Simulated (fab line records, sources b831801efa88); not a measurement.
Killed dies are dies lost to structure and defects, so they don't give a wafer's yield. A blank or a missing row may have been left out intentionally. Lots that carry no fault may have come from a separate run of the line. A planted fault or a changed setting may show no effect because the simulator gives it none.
A struck lot beside a sound one :: flow sky130 :: 35 steps out of a route of 708
Sound: these wafers, L977.2, L977.5, L977.6. Wafers struck: L986.1, L986.4, L986.5. The cause comes at the end.
Order at every step that has rows: each side's tool, ch and its chambers, its first start. Under that, the readings that differ: sound wafers :: struck wafers :: difference of the means :: sigmas: that difference in standard deviations of wafers without a fault.
alike: words and numbers the same on both sides, and readings whose means are apart by under 2 such deviations; not compared: readings that were withheld, readings missing a value for some wafer, numbers with overlapping values and no deviation given by the record, and bounds like >300 which may hide the same value.
A row with sigmas, a row that says differs or no value, or rows on one side alone: a step with any of these is where the two part. Numbers that don't overlap but have no deviation are shown without sigmas and don't part them. Lack of a reading on every wafer of one side parts them only where that side has two or more wafers.

first, 8 steps without rows for these wafers: SKY_VIA2_ETCH_14 (etches BARC in N2/H2, stops on SiO2, time 45.9 s, target depth 60 nm); SKY_VIA2_ETCH_15 (etches SiO2 in C4F8/O2/Ar, stops on TiN, target depth 546 nm, time 84 s); SKY_VIA2_STRIP_16 (strips in O2/N2); SKY_VIA2_STRIP_17 (strips in post etch residue remover, time 1200 s); SKY_VIA2_CLEAN_18 (cleans in IPA, time 180 s); SKY_VIA2_CLEAN_19 (cleans in O3/DIW); SKY_VIA2_SPUTTER_20 (material TiN, target thk 20 nm, time 80 s); SKY_VIA2_CVD_21 (deposits W, target thk 420 nm, time 126.4 s).
SKY_VIA2_CMP_24: polishes, stops on SiO2, t overpolish 20 s, target thk 0 nm.
  sound on cmp-01 ch 2,3, day 40 15:04; struck on cmp-01 ch 0,1,2, day 42 18:52
  alike: head-pressure-psi, motor-current-A, overpolish-run-s, retaining-ring-pressure-frac, time-to-endpoint-s
then, 25 steps without rows for these wafers: SKY_METAL3_SPUTTER_00 (material Ti, target thk 15 nm, time 10 s); SKY_METAL3_SPUTTER_01 (material TiN, target thk 20 nm, time 16.7 s); SKY_METAL3_SPUTTER_02 (material AlCu, target thk 735 nm, time 39.1 s); SKY_METAL3_SPUTTER_03 (material Ti, target thk 5 nm, time 3.3 s); SKY_METAL3_SPUTTER_04 (material TiN, target thk 70 nm, time 58.3 s); SKY_CAPM_CVD_00 (deposits SiO2, target thk 15.5 nm); SKY_CAPM_SPUTTER_02 (material TiN, target thk 200 nm, time 166.7 s); SKY_CAPM_DEHYDRATE_05 (time 60 s); SKY_CAPM_HMDS_06 (prime time 60 s); SKY_CAPM_COAT_07 (resist thk 1140 nm); SKY_CAPM_SOFTBAKE_08 (time 60 s); SKY_CAPM_EXPOSE_09 (exposes mask CAPM, target cd 1000 nm); SKY_CAPM_PEB_10; SKY_CAPM_DEVELOP_11 (develop time 60 s); SKY_CAPM_METAL_ETCH_13 (etches TiN in Cl2/BCl3, stops on SiO2, target depth 220 nm, time 62.9 s); SKY_CAPM_STRIP_14 (strips in O2/N2); SKY_CAPM_STRIP_15 (strips in post etch residue remover, time 1200 s); SKY_CAPM_CLEAN_16 (cleans in IPA, time 180 s); SKY_CAPM_CLEAN_17 (cleans in O3/DIW); SKY_METAL3_DEHYDRATE_05 (time 60 s); SKY_METAL3_HMDS_06 (prime time 60 s); SKY_METAL3_COAT_07 (resist thk 60 nm); SKY_METAL3_COAT_08 (resist thk 1140 nm); SKY_METAL3_SOFTBAKE_09 (time 90 s); SKY_METAL3_EXPOSE_10 (exposes mask MM3, target cd 300 nm).
-- the record jumps here: 8 days lie between the struck wafers' starts before and after (it left off in module METAL3 and takes up again in module PAD_OPEN, whose first step shown is number 708 of the route) --
SKY_PAD_OPEN_PROBE_99:
  sound on prober-02 at day 49 04:00; struck on prober-01 at day 50 17:43
reading: defect-limited-yield (%)
sound: 82.3 82.3 83.3
struck: 57.1 55.3 56.5
difference: -26.3
sigmas: -13

reading: killed_at_M0_to_M3
sound: 38 45 46
struck: 181 195 179
difference: +142
sigmas: +19

reading: killed-at-contacts
sound: 33 25 22
struck: 18 9 15
difference: -13
sigmas: -2

reading: killed-dies
sound: 87 87 82
struck: 211 220 214
difference: +130
sigmas: +13

reading: killed-on-rim
sound: 13 15 19
struck: 46 41 39
difference: +26
sigmas: +7

reading: killed-open
sound: 49 56 56
struck: 33 33 43
difference: -17
sigmas: -2

reading: sort_bin_3_pad_short (%)
sound: 1.2 0.6 0.4
struck: 3.3 2.6 3.3
difference: +2.3
sigmas: +6

reading: sort_bin_5_function (%)
sound: 10.6 10.8 8.7
struck: 26.8 29.5 25.0
difference: +17.1
sigmas: +11

reading: sort_bin_6_memory (%)
sound: 5.9 6.3 7.5
struck: 12.8 12.6 15.2
difference: +7.0
sigmas: +7

reading: sort-n-pass
sound: 405 405 410
struck: 281 272 278
difference: -130
sigmas: -13

reading: sort-yield-pct (%)
sound: 82.3 82.3 83.3
struck: 57.1 55.3 56.5
difference: -26.3
sigmas: -13

reading: model.etest.tester.sort-n-pass
sound: 405 405 410
struck: 281 272 278
difference: -130
sigmas: 

reading: model.etest.tester.sort-yield-pct (%)
sound: 82.32 82.32 83.33
struck: 57.11 55.28 56.5
difference: -26.36
sigmas: 

reading: model.etest.tester.sort_bin_5_pct (%)
sound: 10.57 10.77 8.74
struck: 26.83 29.47 25
difference: +17.07
sigmas: 

reading: model.etest.tester.sort_bin_6_pct (%)
sound: 5.894 6.301 7.52
struck: 12.8 12.6 15.24
difference: +7.0
sigmas: 

reading: model.etest.tester.sort_bin_3_pct (%)
sound: 1.22 0.6098 0.4065
struck: 3.252 2.642 3.252
difference: +2.303
sigmas: 
  alike: killed_at_M4_up, killed-at-front-end, killed-at-other, killed-short

== WHERE THEY PART ==
At SKY_PAD_OPEN_PROBE_99 and nowhere else, as far as this record goes.

WHY: the cause the simulator had injected
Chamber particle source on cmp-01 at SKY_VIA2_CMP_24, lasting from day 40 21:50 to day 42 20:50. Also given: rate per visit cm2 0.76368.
